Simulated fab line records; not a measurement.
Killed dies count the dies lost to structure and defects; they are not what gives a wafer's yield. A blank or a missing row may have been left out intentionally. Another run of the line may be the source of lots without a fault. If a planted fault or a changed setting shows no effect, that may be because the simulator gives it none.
A struck lot beside a sound one :: flow sky130 :: 44 out of 708 route steps
Sound: the wafers L556.1, L556.2, L556.3. Wafers struck: L568.1, L568.2, L568.3. The cause is given at the end.
Each step with rows lists, per side, the tool, then ch with its chambers, then its first start. Under that, the readings that differ: sound wafers :: struck wafers :: difference of the means :: sigmas: that difference in standard deviations of wafers without a fault.
alike: readings with means less than 2 such deviations apart, plus words and numbers identical on both sides. not compared: withheld readings, readings lacking a value on some wafer, bounds such as >300 that could conceal the same value, and numbers that have no deviation in the record and whose values overlap.
The two part at a step that has a row with sigmas, a row that says differs or no value, or rows on one side only. Numbers that have no deviation but don't overlap get no sigmas and don't part them. A reading missing from all wafers of one side parts the sides only when that side holds two or more wafers.

first, 5 steps without rows for these wafers: SKY_FIELD_ISO_WET_ETCH_18 (etches Si3N4 in H3PO4, target depth 25 nm, time 286 s); SKY_FIELD_ISO_CLEAN_19 (cleans in SC1/SC2, time 150 s); SKY_FIELD_ISO_CLEAN_20 (cleans in dHF, time 20 s); SKY_FIELD_ISO_WET_ETCH_21 (etches SiO2 in dHF, target depth 20 nm, time 400 s); SKY_FIELD_ISO_OXIDATION_22 (stabilise 600 s, purge 300 s, target thk 10 nm).
SKY_FIELD_ISO_THK_MEAS_23:
  sound on film metro-02 at day 2 23:26; struck on film metro-01 at day 5 10:25
  alike: FIELD_ISO_OXIDATION_01_THK
then, 1 step without rows for these wafers: SKY_FIELD_ISO_CVD_24 (deposits SiO2, target thk 595 nm, time 99.2 s).
SKY_FIELD_ISO_THK_MEAS_25:
  sound on film metro-03 at day 2 23:34; struck on film metro-03 at day 5 10:33
  alike: FIELD_ISO_CVD_24_THK
then, 1 step without rows for these wafers: SKY_FIELD_ISO_ANNEAL_26 (time 1800 s).
SKY_FIELD_ISO_CMP_27: polishes, stops on Si3N4, t overpolish 16 s, target thk 457.8 nm.
  sound on cmp-02 ch 0,1,3, day 3 01:18; struck on cmp-01 ch 0,1,2, day 5 13:19
  alike: motor current A, overpolish run s, time to endpoint s
then, 2 steps without rows for these wafers: SKY_FIELD_ISO_WET_ETCH_28 (etches SiO2 in dHF, target depth 23.7 nm, time 47 s); SKY_FIELD_ISO_WET_ETCH_29 (etches Si3N4 in H3PO4, target depth 160 nm, time 1825 s).
SKY_FIELD_ISO_WET_ETCH_30: etches SiO2 in dHF, target depth 25 nm, time 50 s.
  sound on wet bench-01 ch 2, day 3 02:08; struck on wet bench-01 ch 1, day 5 14:41
reading: bath heat duty pct (%)
sound: 7.3 7.0 6.9
struck: 25.5 27.8 28.4
difference: +20.2
sigmas: +34

reading: temp c (C)
sound: 24.99 24.92 25.00
struck: 41.68 41.75 41.82
difference: +16.78
sigmas: +99 or more

reading: model.SiO2_of_FIELD_ISO_CVD_24.thk nm (nm)
sound: 404.8 405.4 405.4
struck: 381.2 382.5 380.9
difference: -23.7
sigmas: 
then, 2 steps without rows for these wafers: SKY_NWELL_CLEAN_00 (cleans in SC1/SC2, time 150 s); SKY_NWELL_OXIDATION_01 (stabilise 600 s, purge 300 s, target thk 10 nm).
SKY_NWELL_THK_MEAS_02:
  sound on film metro-04 at day 3 05:04; struck on film metro-04 at day 5 18:17
  alike: NWELL_OXIDATION_THK
then, 8 steps without rows for these wafers: SKY_DNWELL_DEHYDRATE_00 (time 60 s); SKY_DNWELL_HMDS_01 (prime time 60 s); SKY_DNWELL_COAT_02 (resist thk 3000 nm); SKY_DNWELL_SOFTBAKE_03; SKY_DNWELL_EXPOSE_04 (exposes mask DNM, target cd 3000 nm); SKY_DNWELL_PEB_05; SKY_DNWELL_DEVELOP_06 (develop time 60 s); SKY_DNWELL_IMPLANT_07.
SKY_DNWELL_STRIP_08: strips in O2/N2.
  sound on plasma asher-04 ch 0,1, day 3 20:55; struck on plasma asher-02 ch 0,1, day 6 12:43
  alike: drypump motor current A, oes product au, strip time to endpoint s
  not compared: rf hours counter h
SKY_DNWELL_TW_MEAS_09:
  sound on film metro-03 at day 3 21:01; struck on film metro-04 at day 6 12:49
  alike: DNWELL_TW
then, 7 steps without rows for these wafers: SKY_PWDE_DEHYDRATE_00 (time 60 s); SKY_PWDE_HMDS_01 (prime time 60 s); SKY_PWDE_COAT_02 (resist thk 3022 nm); SKY_PWDE_SOFTBAKE_03; SKY_PWDE_EXPOSE_04 (exposes mask PWDEM, target cd 840 nm); SKY_PWDE_PEB_05; SKY_PWDE_DEVELOP_06 (develop time 60 s).
SKY_PWDE_OVL_MEAS_07:
  sound on overlay-02 at day 4 13:15; struck on overlay-02 at day 7 07:33
  alike: PWDE_OVL
after that, 1 step had no rows for these wafers: SKY_PWDE_IMPLANT_08.
SKY_PWDE_STRIP_09: strips in O2/N2.
  sound on plasma asher-03 ch 0,1, day 4 13:26; struck on plasma asher-01 ch 0,1, day 7 07:44
  alike: drypump motor current A, oes product au, strip time to endpoint s
  not compared: rf hours counter h
SKY_PWDE_TW_MEAS_10:
  sound on film metro-01 at day 4 13:32; struck on film metro-04 at day 7 07:50
  alike: PWDE_TW
then, 5 steps without rows for these wafers: SKY_NWELL_DEHYDRATE_03 (time 60 s); SKY_NWELL_HMDS_04 (prime time 60 s); SKY_NWELL_COAT_05 (resist thk 3000 nm); SKY_NWELL_SOFTBAKE_06; SKY_NWELL_EXPOSE_07 (exposes mask NWM, target cd 840 nm).
-- the record jumps here: 26 days lie between the struck wafers' starts before and after (it left off in module NWELL and takes up again in module SALICIDE, whose first step shown is number 361 of the route) --
SKY_SALICIDE_CLEAN_00: cleans in HF-last, time 30 s.
  sound on wet bench-04 ch 0, day 28 21:28; struck on wet bench-02 ch 1, day 32 22:01
reading: model.SiO2_of_FIELD_ISO_CVD_24.thk nm (nm)
sound: 359.1 359.9 359.9
struck: 335.7 337 335.5
difference: -23.6
sigmas: 
-- the record jumps here: 16 days lie between the struck wafers' starts before and after (it left off in module SALICIDE and takes up again in module PAD_OPEN, whose first step shown is number 708 of the route) --
SKY_PAD_OPEN_PROBE_99:
  sound on prober-02 at day 46 11:56; struck on prober-02 at day 49 07:23
reading: killed_at_M4_up
sound: 1 0 1
struck: 6 2 6
difference: +4
sigmas: +2

reading: model.etest.res_p_drift_20v.line ohm um
sound: 1.14e+04 1.202e+04 1.183e+04
struck: 1.071e+04 1.026e+04 9664
difference: -1.539e+03
sigmas: 

reading: model.etest.res_p_drift_20v.rs ohm sq
sound: 9357 1.005e+04 9687
struck: 8800 8432 8013
difference: -1283
sigmas: 

reading: model.etest.cap poly to well.c af um2
sound: 92.61 87.67 91.39
struck: 95.79 98.16 99.31
difference: +7.20
sigmas: 

reading: model.etest.cap li to poly.c af um2
sound: 90.43 91.97 93.69
struck: 86.92 87.28 88.22
difference: -4.56
sigmas: 

reading: model.etest.field p.vt v (V)
sound: -38.42 -40.92 -39.92
struck: -35.76 -33.79 -32.2
difference: +5.84
sigmas: 

reading: model.etest.field n.vt v (V)
sound: 36 36.66 36.52
struck: 33.7 32 30.72
difference: -4.3
sigmas: 

reading: model.etest.sram nfet pass.off log10 a um
sound: -12.63 -12.73 -12.93
struck: -11.83 -11.85 -11.92
difference: +0.90
sigmas: 

reading: model.etest.sonos programmed.off log10 a um
sound: -14.03 -14.08 -13.93
struck: -13.49 -13.68 -13.25
difference: +0.54
sigmas: 
  alike: killed_at_M0_to_M3, killed at contacts, killed at front end, killed at other, killed dies, killed open, killed short

WHERE THEY PART
At SKY_FIELD_ISO_WET_ETCH_30 first; at SKY_PAD_OPEN_PROBE_99 last (within this record only).

WHY: what had been put in by the simulator
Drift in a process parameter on wet bench-01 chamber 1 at SKY_FIELD_ISO_WET_ETCH_30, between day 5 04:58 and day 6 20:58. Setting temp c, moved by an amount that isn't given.
